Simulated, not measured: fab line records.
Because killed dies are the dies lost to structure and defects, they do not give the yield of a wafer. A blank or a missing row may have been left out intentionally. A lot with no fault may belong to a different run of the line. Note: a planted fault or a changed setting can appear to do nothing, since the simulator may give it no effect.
Chamber matching :: flow gf180mcu :: GF_POLY_GATE_ETCH_13 on rie_si-02: 4 sister chambers
The step etches poly-Si in HBr/Cl2, stops on SiO2, target depth 198.5 nm, time 69.6 s. 14 wafers are shown with their chamber, then 7 later ones without.

## EACH WAFER AND ITS CHAMBER
wafer: L613.3
chamber: 1
drypump_motor_current_A (A): 5.7
HBr_flow_sccm (sccm): 149.1
oes_product_au (a.u.): 0.989

wafer: L613.4
chamber: 3
drypump_motor_current_A (A): 6.2
HBr_flow_sccm (sccm): 149.6
oes_product_au (a.u.): 1.001

wafer: L613.5
chamber: 1
drypump_motor_current_A (A): 5.7
HBr_flow_sccm (sccm): 150.1
oes_product_au (a.u.): 0.997

wafer: L619.3
chamber: 1
drypump_motor_current_A (A): 5.8
HBr_flow_sccm (sccm): 150.2
oes_product_au (a.u.): 0.998

wafer: L619.4
chamber: 2
drypump_motor_current_A (A): 5.9
HBr_flow_sccm (sccm): 150.2
oes_product_au (a.u.): 0.997

wafer: L619.5
chamber: 0
drypump_motor_current_A (A): 6.5
HBr_flow_sccm (sccm): 149.4
oes_product_au (a.u.): 1.000

wafer: L620.1
chamber: 0
drypump_motor_current_A (A): 6.5
HBr_flow_sccm (sccm): 149.3
oes_product_au (a.u.): 1.003

wafer: L620.3
chamber: 3
drypump_motor_current_A (A): 6.2
HBr_flow_sccm (sccm): 150.5
oes_product_au (a.u.): 1.000

wafer: L620.5
chamber: 1
drypump_motor_current_A (A): 5.7
HBr_flow_sccm (sccm): 149.5
oes_product_au (a.u.): 0.986

wafer: L627.2
chamber: 3
drypump_motor_current_A (A): 6.1
HBr_flow_sccm (sccm): 150.0
oes_product_au (a.u.): 1.019

wafer: L627.4
chamber: 1
drypump_motor_current_A (A): 5.7
HBr_flow_sccm (sccm): 150.1
oes_product_au (a.u.): 1.003

wafer: L627.6
chamber: 0
drypump_motor_current_A (A): 6.5
HBr_flow_sccm (sccm): 148.8
oes_product_au (a.u.): 1.006

wafer: L628.1
chamber: 1
drypump_motor_current_A (A): 5.8
HBr_flow_sccm (sccm): 150.6
oes_product_au (a.u.): 0.979

wafer: L628.3
chamber: 0
drypump_motor_current_A (A): 6.5
HBr_flow_sccm (sccm): 149.7
oes_product_au (a.u.): 0.987

SIGNATURES (means of the wafers above)
reading: drypump_motor_current_A
chamber 0: 6.500
chamber 1: 5.733
chamber 2: 5.900
chamber 3: 6.167
scatter within a chamber: 0.0447

reading: HBr_flow_sccm
chamber 0: 149.300
chamber 1: 149.933
chamber 2: 150.200
chamber 3: 150.033
scatter within a chamber: 0.477

reading: oes_product_au
chamber 0: 0.99900
chamber 1: 0.99200
chamber 2: 0.99700
chamber 3: 1.00667
scatter within a chamber: 0.00914
Rule: distance of a wafer from a chamber = root of the sum over the readings of ((wafer's reading minus chamber's mean) / reading's scatter) squared. The wafer belongs to the nearest chamber; if the next one is less than 2 further off, it can't be placed. How the scatter is found: for the shown wafers, subtract from each reading the mean of its chamber, square and add these, divide the total by (wafers less chambers), then take the root.

## WAFERS WITHOUT THEIR CHAMBER
wafer: L628.5
drypump_motor_current_A (A): 5.9
HBr_flow_sccm (sccm): 150.2
oes_product_au (a.u.): 0.986

wafer: L633.1
drypump_motor_current_A (A): 5.8
HBr_flow_sccm (sccm): 148.7
oes_product_au (a.u.): 0.988

wafer: L633.3
drypump_motor_current_A (A): 6.1
HBr_flow_sccm (sccm): 149.3
oes_product_au (a.u.): 0.986

wafer: L633.5
drypump_motor_current_A (A): 6.1
HBr_flow_sccm (sccm): 149.6
oes_product_au (a.u.): 0.980

wafer: L635.2
drypump_motor_current_A (A): 5.7
HBr_flow_sccm (sccm): 150.1
oes_product_au (a.u.): 0.994

wafer: L635.3
drypump_motor_current_A (A): 6.1
HBr_flow_sccm (sccm): 149.8
oes_product_au (a.u.): 0.992

wafer: L635.4
drypump_motor_current_A (A): 6.5
HBr_flow_sccm (sccm): 150.3
oes_product_au (a.u.): 1.003

## CHAMBER TAKEN BY EACH
wafer: L628.5
from the rows above: 2
in truth: 2

wafer: L633.1
from the rows above: can't be placed: 1 or 2
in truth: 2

wafer: L633.3
from the rows above: can't be placed: 3 or 2
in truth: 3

wafer: L633.5
from the rows above: can't be placed: 3 or 2
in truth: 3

wafer: L635.2
from the rows above: 1
in truth: 1

wafer: L635.3
from the rows above: 3
in truth: 3

wafer: L635.4
from the rows above: 0
in truth: 0
Correct placement for 4 of the 7. Not placeable from these rows: 3 (in 3, the candidates include the true chamber). Number placed wrongly: 0.
